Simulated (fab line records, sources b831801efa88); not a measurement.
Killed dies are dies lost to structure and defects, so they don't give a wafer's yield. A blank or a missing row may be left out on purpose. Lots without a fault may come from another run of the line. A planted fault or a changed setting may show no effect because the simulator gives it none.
One fault seen from 2 desks | flow sfq_line | each desk has only its own numbers; what lay behind them comes last

THE TOOL OWNER'S DESK: rie_metal-04
The tool's own readings at SFQ_TRILAYER_R5_ETCH_METAL_ETCH_139 (etches the open film in Cl2, stops on SiO2, target depth 60 nm, time 40 s): means of the sampled wafers that have a number, for each lot that ran on this tool. A lot is out of limits, marked OUT, if its mean lies more than 4 standard deviations from the usual mean; the brackets give that distance.
Columns: A = drypump_motor_current_A at SFQ_TRILAYER_R5_ETCH_METAL_ETCH_139, usual 5.5 A; B = oes_product_au at SFQ_TRILAYER_R5_ETCH_METAL_ETCH_139, usual 0.992 a.u.; C = run_length_s at SFQ_TRILAYER_R5_ETCH_METAL_ETCH_139, usual 68.4 s
lot  | first seen here | A   | B                | C
L955 | day 60 09:26    | 5.1 | 0.991            | 68.4
L956 | day 60 14:13    | 5.1 | 0.991            | 68.5
L957 | day 60 16:38    | 5.0 | 0.966 (-5.1) OUT | 71.7 (+10) OUT
L961 | day 61 04:44    | 5.2 | 0.962 (-5.8) OUT | 71.0 (+8.1) OUT
L969 | day 68 14:40    | 5.2 | 0.996            | 68.5
L971 | day 68 17:03    | 5.1 | 0.993            | 68.3
L972 | day 70 05:04    | 5.1 | 0.991            | 68.5
L973 | day 70 11:04    | 5.1 | 0.990            | 68.7
L974 | day 70 13:28    | 5.1 | 0.995            | 68.4
This desk's finding: out of limits on L957, L961; first on L957, day 60 16:38 (oes_product_au at SFQ_TRILAYER_R5_ETCH_METAL_ETCH_139). In limits: L955, L956, L969, L971, L972, L973, L974.

THE METROLOGY DESK
What the gauges read, lot by lot, whatever tool the lot ran on: means of the sampled wafers that have a number. A lot is out of limits, marked OUT, if its mean lies more than 4 standard deviations from the usual mean; the brackets give that distance.
Columns: A = M4_OVL at SFQ_M4_OVL_MEAS_926, usual -2 nm; B = JJ_NB_RS at SFQ_JJ_RS_MEAS_929, usual 1.051 ohm/sq
lot  | first seen here | A  | B
L952 | day 40 05:29    | -3 | 1.057
L953 | day 40 06:41    | 3  | 1.043
L954 | day 40 07:53    | -3 | 1.048
L955 | day 41 17:55    | -4 | 1.052
L956 | day 42 05:57    | -6 | 1.052
L957 | day 42 08:14    | -9 | 1.050
L958 | day 42 10:51    | -3 | 1.047
L961 | day 42 20:14    | 3  | 1.054
L969 | day 54 19:39    | 7  | 1.062
L970 | day 55 01:38    | -6 | 1.048
L971 | day 55 23:14    | 1  | 1.035
L972 | day 56 11:14    | -1 | 1.062
L973 | day 56 14:50    | -5 | 1.063
L974 | day 56 16:03    | -8 | 1.056
This desk's finding: nothing out of limits on any of the 14 lots.

PUT TOGETHER
The tool owner's desk could have raised an alarm at day 60 16:38, on L957, L961.
The metrology desk saw nothing out of limits.
The metrology desk has L957, L961 on record, within its limits.
Of the lots named, all ran SFQ_TRILAYER_R5_ETCH_METAL_ETCH_139 on rie_metal-04.

WHAT THE SIMULATOR HAD PUT IN
Process parameter drift: rie_metal-04, from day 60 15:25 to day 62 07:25, at SFQ_TRILAYER_R5_ETCH_METAL_ETCH_139. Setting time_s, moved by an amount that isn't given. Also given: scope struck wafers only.
Lots struck among those shown: L957, L961.
Hours from the fault's start to each desk's first reading out of limits: the tool owner's desk, 1.
